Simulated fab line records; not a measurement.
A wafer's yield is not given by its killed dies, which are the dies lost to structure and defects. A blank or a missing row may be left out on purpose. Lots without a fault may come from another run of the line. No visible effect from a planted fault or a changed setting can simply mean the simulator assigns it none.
Which of the tools did it? | flow gf180mcu | Sampling: 14 lots, 42 wafers, 5 of 602 route steps

== WHAT EACH GAUGE READ, for each wafer ==
GF_VT_IMPLANT_TW_MEAS_21. Usual: VT_IMPLANT_2_TW gives 1220 (standard deviation 6.8).
lot  | measured     | on            | VT_IMPLANT_2_TW | flag
L255 | day 6 12:27  | film metro-02 | 1211 1205 1209  |
L257 | day 6 19:40  | film metro-01 | 1230 1224 1228  |
L258 | day 7 02:18  | film metro-03 | 1218 1215 1223  |
L261 | day 8 04:49  | film metro-02 | 1211 1216 1212  |
L262 | day 8 06:10  | film metro-02 | 1217 1217 1214  |
L264 | day 8 16:26  | film metro-03 | 1211 1203 1218  |
L265 | day 9 02:21  | film metro-01 | 1221 1223 1215  |
L266 | day 9 06:39  | film metro-01 | 1218 1215 1223  |
L267 | day 9 08:36  | film metro-02 | 1217 1217 1217  |
L271 | day 10 15:06 | film metro-03 | 1213 1213 1210  |
L270 | day 10 16:04 | film metro-01 | 1225 1228 1224  |
L272 | day 10 21:10 | film metro-03 | 1214 1220 1219  |
L276 | day 11 22:25 | film metro-01 | 1216 1217 1216  |
L277 | day 12 03:33 | film metro-01 | 1216 1221 1220  |

GF_VT_IMPLANT_OVL_MEAS_40. Usual: VT_IMPLANT_03_OVL gives -0.1 nm (standard deviation 1.4).
lot  | measured     | on         | VT_IMPLANT_03_OVL (nm) | flag
L255 | day 7 20:37  | overlay-02 | -1.4 -2.6 -3.1         |
L257 | day 8 04:24  | overlay-02 | -0.4 -0.8 0.4          |
L258 | day 8 10:03  | overlay-01 | 0.1 -0.5 0.0           |
L261 | day 9 13:34  | overlay-01 | -0.4 -2.1 0.0          |
L262 | day 9 15:34  | overlay-01 | -3.4 -2.0 -2.4         |
L264 | day 10 02:17 | overlay-02 | 0.4 -0.6 0.6           |
L265 | day 10 13:46 | overlay-01 | 2.0 2.1 0.7            |
L266 | day 10 19:19 | overlay-02 | 3.3 2.5 1.9            |
L267 | day 10 20:39 | overlay-01 | -1.0 -1.8 -1.3         |
L271 | day 12 06:13 | overlay-01 | 1.5 1.9 1.1            |
L270 | day 12 06:43 | overlay-01 | -0.6 1.7 -0.3          |
L272 | day 12 11:56 | overlay-01 | 0.9 1.6 1.0            |
L276 | day 13 13:49 | overlay-01 | -2.6 -0.7 -0.6         |
L277 | day 13 18:25 | overlay-01 | -1.2 -2.1 -2.4         |

GF_POLY_GATE_THK_MEAS_01. Usual: POLY_GATE_CVD_00_THK gives 199.7 nm (standard deviation 1.7).
lot  | measured     | on            | POLY_GATE_CVD_00_THK (nm) | flag
L255 | day 8 19:31  | film metro-02 | 199.8 200.4 199.1         |
L257 | day 9 02:46  | film metro-03 | 204.0 202.1 202.7         |
L258 | day 9 08:31  | film metro-03 | 202.1 202.9 202.8         |
L261 | day 10 13:11 | film metro-03 | 196.8 196.6 196.6         |
L262 | day 10 14:50 | film metro-03 | 197.5 197.1 198.6         |
L264 | day 11 02:20 | film metro-02 | 199.4 199.7 199.5         |
L265 | day 11 15:21 | film metro-04 | 197.1 198.3 198.7         |
L266 | day 11 20:34 | film metro-02 | 201.8 202.4 201.5         |
L267 | day 11 21:26 | film metro-03 | 197.9 197.8 197.7         |
L271 | day 13 09:43 | film metro-02 | 199.3 200.2 199.7         |
L270 | day 13 09:42 | film metro-04 | 200.0 201.0 199.7         |
L272 | day 13 19:19 | film metro-03 | 198.6 198.0 198.9         |
L276 | day 14 15:36 | film metro-04 | 199.7 199.0 198.6         |
L277 | day 14 20:57 | film metro-02 | 200.5 201.2 200.6         |

GF_POLY_GATE_CD_MEAS_10 targets a cd of 280 nm. Usual: cd nm 280.4 nm, standard deviation 0.9.
lot  | measured     | on        | cd nm (nm)        | flag
L255 | day 9 12:40  | cd sem-02 | 280.8 282.6 281.8 |
L257 | day 9 19:39  | cd sem-02 | 281.5 281.4 281.0 |
L258 | day 10 01:40 | cd sem-02 | 278.9 279.6 279.7 |
L261 | day 11 07:52 | cd sem-02 | 279.1 279.2 280.1 |
L262 | day 11 10:03 | cd sem-02 | 280.0 280.2 281.4 |
L264 | day 11 21:56 | cd sem-01 | 280.2 280.2 280.1 |
L265 | day 12 10:53 | cd sem-02 | 280.0 280.2 280.6 |
L266 | day 12 15:37 | cd sem-02 | 280.3 280.7 280.3 |
L267 | day 12 17:24 | cd sem-01 | 280.9 281.1 280.5 |
L271 | day 14 06:28 | cd sem-02 | 280.1 278.6 278.3 |
L270 | day 14 06:28 | cd sem-01 | 278.3 275.0 273.1 | OFF
L272 | day 14 16:25 | cd sem-02 | 260.7 268.8 268.1 | OFF
L276 | day 15 12:53 | cd sem-01 | 281.4 279.5 281.1 |
L277 | day 15 18:25 | cd sem-01 | 282.3 280.3 280.7 |

== WHICH TOOL RAN EACH LOT (tool, then ch and the chambers of the sampled wafers, then the start) ==
lot  | GF_POLY_GATE_EXPOSE_07
L255 | krf scanner-01 ch 0, day 9 04:04
L257 | krf scanner-02 ch 0, day 9 11:13
L258 | krf scanner-01 ch 0, day 9 17:17
L261 | krf scanner-02 ch 0, day 10 22:22
L262 | krf scanner-01 ch 0, day 11 00:03
L264 | krf scanner-02 ch 0, day 11 12:23
L265 | krf scanner-01 ch 0, day 12 01:19
L266 | krf scanner-01 ch 0, day 12 06:40
L267 | krf scanner-02 ch 0, day 12 07:44
L271 | krf scanner-02 ch 0, day 13 19:56
L270 | krf scanner-01 ch 0, day 13 20:09
L272 | krf scanner-01 ch 0, day 14 06:08
L276 | krf scanner-02 ch 0, day 15 02:11
L277 | krf scanner-02 ch 0, day 15 07:38
- GF_POLY_GATE_EXPOSE_07: exposes mask Poly2, target cd 280 nm.

== WHAT THE TOOLS THEMSELVES READ (means of the sampled wafers that have a number; where no wafer has one, the mark that the record gives instead) ==
The record holds no such reading with a usual standard deviation.

== THE ANSWER, worked out from the rows above alone ==
Rule: a lot counts as off when the mean over its wafers that have a number is more than 3 standard deviations away from the usual mean. Also off: a lot with no number at a reading for which 4 or more lots have one. All remaining lots with rows at the step are treated as sound. First the gauges in route order, then the tools' own readings, where a lot's mean is used as printed above. The first step at which some lot is off is used, and at that step the reading that is off furthest; a lot without a number counts as furthest.
Off at GF_POLY_GATE_CD_MEAS_10 (cd nm): L270, L272.
A tool fits if, at a process step before that reading, it ran every lot that is off, and no sound lot after the first of them. Those tools and the gauges at GF_POLY_GATE_CD_MEAS_10 are tried in the same way. One candidate fits, namely krf scanner-01 at GF_POLY_GATE_EXPOSE_07. A fault onset in the window from L266 (day 12 06:40, its last sound lot) to L270 (day 13 20:09, its first lot off) fits.

== WHAT WAS PUT IN BY THE SIMULATOR ==
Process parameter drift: krf scanner-01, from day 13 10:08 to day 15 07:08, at GF_POLY_GATE_EXPOSE_07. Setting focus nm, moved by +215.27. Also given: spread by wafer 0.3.
Struck lots among those shown: L270, L272. The rule above found the same.
